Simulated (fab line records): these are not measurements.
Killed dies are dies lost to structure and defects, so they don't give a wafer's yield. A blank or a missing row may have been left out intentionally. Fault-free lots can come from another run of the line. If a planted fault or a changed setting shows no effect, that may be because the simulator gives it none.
fab line records	flow sky130
record: lots: 12	wafers: 36	last-day: 50
route steps=708 shown FIELD_ISO@16 VIA2@519 METAL3@565 PASSIVATION@692 PAD_OPEN@708
lots that met no fault: taken from a fault-free run of the same line
start-h: start of the lot's first displayed wafer, in hours after the record's first day	wait-h: how many hours have passed since the lot's step before this one	" repeats the value in the row above	L1.1+2: a single row standing in for several wafers	- no value present, or no start provided	* or withheld: withheld	< > ~ a bound
route shown NAME@n: names a module that has steps shown in the file, with the first one's number in the route	usual: mean and standard deviation over wafers with no fault	same: alike in all rows	chamber/n: place in a boat	sites: per-site readings	_std_site: the values' standard deviation	_edge_site: the outer-site mean with the inner-site mean subtracted	radius-mm: for every site, how far away it sits from the centre of the wafer	mask NAME#n: copy n	behind: the most recent tool/chamber to have shaped the wafer	hold: reason for holding the lot/hours on hold/outcome of the hold	device: the transistor (n, p or np) that didn't switch	end of line: the route-end tests of the same wafers	a step with no rows: only its recipe	killed: at the first sort, the dies lost to defects and structure; wafer yield is something else	map: the dies of a wafer, with x for killed, . for not killed, _ for no die there
set.NAME: setting as actually run; set.NAME@STEP: the setting as run at that earlier step	model.NAME: the simulator's own value behind a step, which no gauge read
route steps across a sampled set of lots; one table per step, one row per wafer
services: a tool's chamber out of use, with start hour (start-h, from the record's first day; less than 0 if before it), hours out, and reason
== steps ==
step: SKY_FIELD_ISO_ETCH_15
recipe: chemistry: CHF3/O2	target-depth-nm: 180	stop-on: Si	source-w: 600	bias-w: 200	pressure-mtorr: 40	chf3-flow-sccm: 50	O2_flow_sccm: 5	time-s: 72
usual: chf3-flow-sccm: 49.99/0.15	drypump-motor-current-A: 5.6/0.51	oes-product-au: 0.948/0.0065	throttle-valve-pct: 8.846/0.0091
lot.wafer	tool	chamber	start-h	wait-h	chf3-flow-sccm	drypump-motor-current-A	oes-product-au	rf-hours-counter-h	throttle-valve-pct
L263.1	rie-diel-03	0	36.24	0.0	50.11	5.0	0.940	115	8.848
L263.2	"	3	"	"	50.10	6.0	0.944	78	8.847
L263.5	"	0	"	"	50.17	5.0	0.937	-	8.840
L264.1	rie-diel-03	3	40.76	0.0	49.97	6.0	0.952	78	8.852
L264.2	"	2	"	"	49.86	5.7	0.940	4	8.851
L264.6	"	2	"	"	50.21	5.7	0.947	-	8.847
L265.1	rie-diel-03	3	44.74	0.0	50.12	6.1	0.951	78	8.833
L265.4	"	1	"	"	50.10	5.6	0.933	66	8.836
L265.5	"	2	"	"	49.86	5.7	0.944	-	8.832
L266.2	rie-diel-02	3	50.28	0.0	49.93	4.8	0.955	57	8.846
L266.5	"	3	"	"	50.01	4.8	0.947	-	8.855
L266.6	"	0	"	"	50.05	5.1	0.952	-	8.855
L268.1	rie-diel-02	2	60.44	0.0	49.98	5.4	0.955	73	8.837
L268.5	"	0	"	"	49.97	5.1	0.950	-	8.832
L268.6	"	3	"	"	50.09	4.8	0.960	-	8.853
L269.1	rie-diel-03	2	64.51	0.0	49.86	5.7	0.944	4	8.833
L269.4	"	3	"	"	49.75	6.1	0.944	78	8.854
L269.6	"	0	"	"	49.98	5.0	0.953	-	8.839
L270.2	rie-diel-01	3	72.94	0.0	50.31	6.6	0.957	157	8.846
L270.3	"	2	"	"	49.97	5.2	0.951	78	8.861
L270.5	"	3	"	"	50.04	6.6	0.948	-	8.847
L271.1	rie-diel-02	0	75.96	0.0	50.20	5.1	0.949	60	8.846
L271.2	"	3	"	"	49.84	4.8	0.961	57	8.849
L271.6	"	3	"	"	49.88	4.9	0.958	-	8.851
L272.3	rie-diel-03	2	80.66	0.0	50.02	5.7	0.952	4	8.845
L272.5	"	0	"	"	50.19	5.0	0.952	-	8.844
L272.6	"	1	"	"	50.22	5.6	0.948	-	8.838
L279.2	rie-diel-03	1	117.26	0.0	49.80	5.6	0.947	67	8.840
L279.5	"	1	"	"	49.97	5.6	0.939	-	8.848
L279.6	"	2	"	"	49.93	5.7	0.955	-	8.843
L280.3	rie-diel-03	3	123.91	0.0	49.96	6.0	0.943	79	8.839
L280.4	"	2	"	"	50.13	5.7	0.945	5	8.834
L280.5	"	0	"	"	49.80	5.0	0.943	-	8.843
L284.3	rie-diel-01	1	143.68	0.0	50.02	5.2	0.940	95	8.837
L284.4	"	2	"	"	49.95	5.3	0.958	-	8.840
L284.6	"	0	"	"	49.72	5.8	0.950	-	8.842
step: SKY_VIA2_CD_MEAS_12
recipe: target-cd-nm: 200
usual: cd-nm: 200.0/1.5
lot.wafer	tool	chamber	start-h	wait-h	cd-nm
L263.1	cd-sem-02	-	862.43	-	199.3
L263.2	"	-	"	"	199.5
L263.5	"	-	"	"	200.0
L264.1	cd-sem-02	-	879.27	-	199.9
L264.2	"	-	"	"	199.6
L264.6	"	-	"	"	198.2
L265.1	cd-sem-02	-	885.87	-	200.6
L265.4	"	-	"	"	201.4
L265.5	"	-	"	"	203.0
L266.2	cd-sem-02	-	887.20	-	199.0
L266.5	"	-	"	"	199.5
L266.6	"	-	"	"	199.0
L268.1	cd-sem-02	-	903.13	-	198.9
L268.5	"	-	"	"	197.6
L268.6	"	-	"	"	197.3
L269.1	cd-sem-01	-	905.69	-	198.5
L269.4	"	-	"	"	200.3
L269.6	"	-	"	"	201.1
L271.1	cd-sem-01	-	926.49	-	199.9
L271.2	"	-	"	"	199.8
L271.6	"	-	"	"	201.2
L270.2	cd-sem-01	-	927.90	-	200.5
L270.3	"	-	"	"	199.2
L270.5	"	-	"	"	200.5
L272.3	cd-sem-01	-	933.46	-	199.9
L272.5	"	-	"	"	198.1
L272.6	"	-	"	"	199.8
L279.2	cd-sem-01	-	977.19	-	199.0
L279.5	"	-	"	"	198.7
L279.6	"	-	"	"	200.1
L280.3	cd-sem-01	-	981.11	-	200.7
L280.4	"	-	"	"	200.0
L280.5	"	-	"	"	200.1
L284.3	cd-sem-01	-	1015.66	-	197.0
L284.4	"	-	"	"	198.4
L284.6	"	-	"	"	197.6
step: SKY_METAL3_DESCUM_15
recipe: chemistry: O2	source-power-w: 150	bias-power-w: 0	pressure-mtorr: 10	temp-c: 40	time-s: 8
usual: drypump-motor-current-A: 6.0/0.6	oes-product-au: 1.003/0.0075	temp-c: 40.01/0.11
lot.wafer	tool	chamber	start-h	wait-h	drypump-motor-current-A	oes-product-au	rf-hours-counter-h	temp-c
L263.1	rie-metal-03	0	916.23	0.0	5.1	0.997	16	39.98
L263.2	"	1	"	"	6.7	0.993	12	40.09
L263.5	"	0	"	"	5.1	1.007	-	39.99
L264.1	rie-metal-02	0	931.78	0.0	6.2	1.011	7	40.07
L264.2	"	1	"	"	5.6	0.994	5	39.94
L264.6	"	0	"	"	6.2	1.009	-	40.20
L265.1	rie-metal-03	1	938.90	0.0	6.7	0.995	14	40.04
L265.4	"	1	"	"	6.7	1.014	-	40.15
L265.5	"	0	"	"	5.1	0.998	-	40.13
L266.2	rie-metal-02	1	939.25	0.0	5.6	1.013	6	40.18
L266.5	"	1	"	"	5.6	0.997	-	40.00
L266.6	"	0	"	"	6.2	0.997	-	40.04
L268.1	rie-metal-03	0	955.13	0.0	5.1	1.003	18	39.97
L268.5	"	1	"	"	6.8	0.993	-	39.87
L268.6	"	0	"	"	5.1	1.007	-	39.94
L269.1	rie-metal-02	1	958.05	0.0	5.6	0.998	6	40.01
L269.4	"	0	"	"	6.2	1.001	-	39.83
L269.6	"	0	"	"	6.2	1.003	-	39.94
L271.1	rie-metal-04	0	976.78	0.0	6.4	1.012	11	39.82
L271.2	"	1	"	"	5.7	1.007	16	39.92
L271.6	"	0	"	"	6.4	0.998	-	39.95
L270.2	rie-metal-04	1	981.15	0.0	5.7	1.021	16	40.03
L270.3	"	0	"	"	6.4	1.000	-	39.98
L270.5	"	0	"	"	6.4	1.001	-	39.91
L272.3	rie-metal-03	1	987.41	0.0	6.7	0.995	-	40.15
L272.5	"	0	"	"	5.1	1.004	-	39.90
L272.6	"	1	"	"	6.7	0.992	-	39.85
L279.2	rie-metal-02	0	1027.30	0.0	6.3	0.998	13	39.99
L279.5	"	0	"	"	6.3	1.010	-	39.96
L279.6	"	1	"	"	5.6	1.000	-	40.05
L280.3	rie-metal-03	0	1030.20	0.0	5.1	0.996	-	39.87
L280.4	"	1	"	"	6.7	1.000	-	39.93
L280.5	"	0	"	"	5.1	0.996	-	39.98
L284.3	rie-metal-04	0	1063.35	0.0	6.5	1.012	-	39.72
L284.4	"	1	"	"	5.7	1.006	-	40.07
L284.6	"	1	"	"	5.7	1.007	-	40.01
step: SKY_PASSIVATION_ETCH_11
recipe: chemistry: CF4/O2	target-depth-nm: 725	stop-on: AlCu	source-w: 800	bias-w: 150	pressure-mtorr: 150	cf4-flow-sccm: 80	O2_flow_sccm: 10	time-s: 161.1
usual: drypump-motor-current-A: 5.6/0.47	oes-product-au: 0.978/0.0064	throttle-valve-pct: 5.965/0.0095
lot.wafer	tool	chamber	start-h	wait-h	drypump-motor-current-A	oes-product-au	rf-hours-counter-h	throttle-valve-pct
L263.1	rie-diel-04	1	1065.22	-	6.2	0.978	13	5.950
L263.2	"	2	"	"	5.6	0.973	10	5.963
L263.5	"	0	"	"	5.9	0.983	-	5.965
L264.1	rie-diel-02	1	1079.97	-	6.5	0.979	25	5.969
L264.2	"	2	"	"	5.4	0.974	16	5.956
L264.6	"	0	"	"	5.1	0.991	-	5.970
L265.1	rie-diel-03	2	1085.28	-	5.7	0.974	2	5.976
L265.4	"	2	"	"	5.7	0.985	-	5.974
L265.5	"	0	"	"	5.0	0.978	-	5.959
L266.2	rie-diel-02	0	1086.19	-	5.1	0.973	14	5.955
L266.5	"	1	"	"	6.4	0.977	-	5.942
L266.6	"	2	"	"	5.4	0.969	-	5.954
L268.1	rie-diel-04	0	1098.03	-	5.9	0.976	17	5.977
L268.5	"	0	"	"	5.9	0.983	-	5.977
L268.6	"	1	"	"	6.2	0.977	-	5.968
L269.1	rie-diel-02	2	1101.79	-	5.4	0.972	16	5.949
L269.4	"	0	"	"	5.1	0.966	14	5.974
L269.6	"	3	"	"	4.9	0.973	-	5.974
L271.1	rie-diel-02	0	1114.50	-	5.1	0.978	15	5.952
L271.2	"	3	"	"	4.8	0.979	15	5.978
L271.6	"	1	"	"	6.5	0.978	-	5.962
L270.2	rie-diel-04	2	1119.65	-	5.6	0.970	12	5.945
L270.3	"	3	"	"	5.6	0.963	16	5.952
L270.5	"	3	"	"	5.6	0.981	-	5.961
L272.3	rie-diel-03	1	1125.88	-	5.6	0.986	12	5.952
L272.5	"	3	"	"	6.0	0.983	-	5.946
L272.6	"	2	"	"	5.7	0.988	-	5.972
L279.2	rie-diel-03	2	1159.23	-	5.7	0.969	4	5.973
L279.5	"	2	"	"	5.7	0.990	-	5.972
L279.6	"	1	"	"	5.7	0.975	-	5.957
L280.3	rie-diel-04	1	1162.30	-	6.2	0.984	17	5.967
L280.4	"	2	"	"	5.6	0.972	13	5.954
L280.5	"	0	"	"	5.9	0.979	-	5.959
L284.3	rie-diel-03	3	1187.82	-	6.0	0.982	16	5.951
L284.4	"	1	"	"	5.6	0.989	14	5.970
L284.6	"	0	"	"	5.0	0.985	-	5.953
step: SKY_PAD_OPEN_PROBE_99
usual: killed_at_M0_to_M3: 43/6.5	killed_at_M4_up: 3.2/1.9	killed-at-contacts: 25/5.5	killed-at-front-end: 14/4.2	killed-at-other: 0.2/0.44	killed-dies: 85/8.5	killed-on-rim: 16/3.3	killed-open: 47/7	killed-short: 39/6.3
same: gross-dies: 492	killed-at-back-side: 0
lot.wafer	tool	chamber	start-h	wait-h	killed_at_M0_to_M3	killed_at_M4_up	killed-at-contacts	killed-at-front-end	killed-at-other	killed-dies	killed-on-rim	killed-open	killed-short
L279.2	prober-01	-	1179.95	0.1	46	4	30	15	0	95	21	61	34
L279.5	prober-01	-	1180.10	0.2	45	3	34	15	0	97	18	54	43
L279.6	prober-01	-	1180.15	0.2	35	1	27	41	1	105	27	44	32
L280.3	prober-02	-	1181.99	0.2	40	1	25	7	0	73	16	41	32
L280.4	prober-02	-	1182.04	0.2	30	3	28	39	0	100	27	40	30
L280.5	prober-02	-	1182.09	0.2	46	3	24	13	0	86	17	49	37
killed by level:class
L279.2 VIA1:geometric-particle:open=14 CONTACT:geometric-particle:open=9 LI_CONTACT:geometric-particle:open=8 FIELD_ISO:geometric-particle:open=6 LOCAL_INTERCONNECT:geometric-particle:short=6 METAL1:geometric-particle:short=6 VIA2:geometric-particle:open=6 VIA3:geometric-particle:open=6
L279.5 VIA1:geometric-particle:open=17 CONTACT:geometric-particle:open=15 LI_CONTACT:geometric-particle:open=8 LOCAL_INTERCONNECT:geometric-particle:short=6 VIA1:geometric-particle:short=6 METAL2:geometric-particle:short=6 FIELD_ISO:geometric-particle:short=4 POLY_GATE:geometric-particle:open=4
L279.6 FIELD_ISO:unspecified=29 CONTACT:geometric-particle:open=13 VIA2:geometric-particle:open=8 VIA1:geometric-particle:open=6 METAL1:geometric-particle:short=4 CONTACT:geometric-particle:short=4 VIA1:geometric-particle:short=4 METAL2:geometric-particle:short=4
L280.3 VIA1:geometric-particle:open=11 CONTACT:geometric-particle:open=9 LI_CONTACT:geometric-particle:open=7 VIA1:geometric-particle:short=5 METAL1:geometric-particle:short=4 METAL2:geometric-particle:short=4 VIA2:geometric-particle:open=4 VIA3:geometric-particle:short=4
L280.4 FIELD_ISO:unspecified=30 CONTACT:geometric-particle:open=11 CONTACT:geometric-particle:short=7 VIA2:geometric-particle:open=7 VIA1:geometric-particle:open=6 VIA3:geometric-particle:open=6 METAL2:geometric-particle:short=5 LOCAL_INTERCONNECT:geometric-particle:short=4
L280.5 VIA1:geometric-particle:open=10 CONTACT:geometric-particle:open=9 VIA3:geometric-particle:open=7 VIA2:geometric-particle:open=7 POLY_GATE:geometric-particle:short=5 LI_CONTACT:geometric-particle:open=5 METAL1:geometric-particle:short=5 VIA1:geometric-particle:short=5
== services ==
tool	chamber	start-h	hours	kind
rie-diel-02	-	108.88	2.8	pm
rie-diel-02	-	112.53	14.6	pm
rie-diel-02	0	153.30	3.5	repair
rie-diel-03	3	187.80	11.3	repair
rie-diel-03	3	236.68	9.2	repair
rie-diel-03	1	243.64	5.6	repair
rie-diel-03	3	259.66	5.5	repair
rie-diel-02	1	287.42	6.0	repair
rie-diel-03	0	388.14	4.6	repair
rie-diel-03	2	407.47	16.5	repair
rie-diel-03	0	412.03	4.1	repair
rie-diel-03	-	488.29	0.3	repair
rie-diel-03	1	551.48	1.3	repair
rie-diel-03	2	654.24	5.6	repair
rie-diel-03	0	654.37	2.8	repair
rie-diel-03	-	756.51	0.4	repair
rie-diel-03	-	769.83	2.8	pm
rie-diel-03	-	779.64	2.6	repair
rie-diel-03	3	786.93	6.1	repair
rie-diel-03	3	998.53	2.7	repair
rie-diel-03	1	1029.39	3.1	repair
rie-diel-03	1	1062.15	3.6	repair
rie-diel-03	1	1084.19	9.9	repair
rie-diel-03	0	1130.87	7.5	repair
== key ==
first-sign: step: SKY_PAD_OPEN_PROBE_99	reading: killed-at-front-end	direction: up	sigmas: 6.1	usual: 14	struck: 40
effect: step: SKY_PAD_OPEN_PROBE_99	reading: killed-on-rim	direction: up	sigmas: 3.2	usual: 16	struck: 27
met-at SKY_FIELD_ISO_ETCH_15
struck-lots L279,L280
struck-wafers L279.6,L280.4
tester-left-out L279,L280
not-acting-at SKY_VIA2_CD_MEAS_12,SKY_METAL3_DESCUM_15,SKY_PASSIVATION_ETCH_11
onset-between 80.66 117.26
fault: kind: chamber-particle-source	tool: rie-diel-03	chamber: 2	onset-h: 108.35	steps: SKY_FIELD_ISO_ETCH_15	rate-per-visit-cm2: 0.81579	end-h: 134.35
tester-left-out: of these lots the tester's yield and bins aren't shown, on N5 and GAA mostly nor the transistor test; their killed dies are dies lost to structure and defects alone, not to doping, threshold or leakage, so they don't give the yield
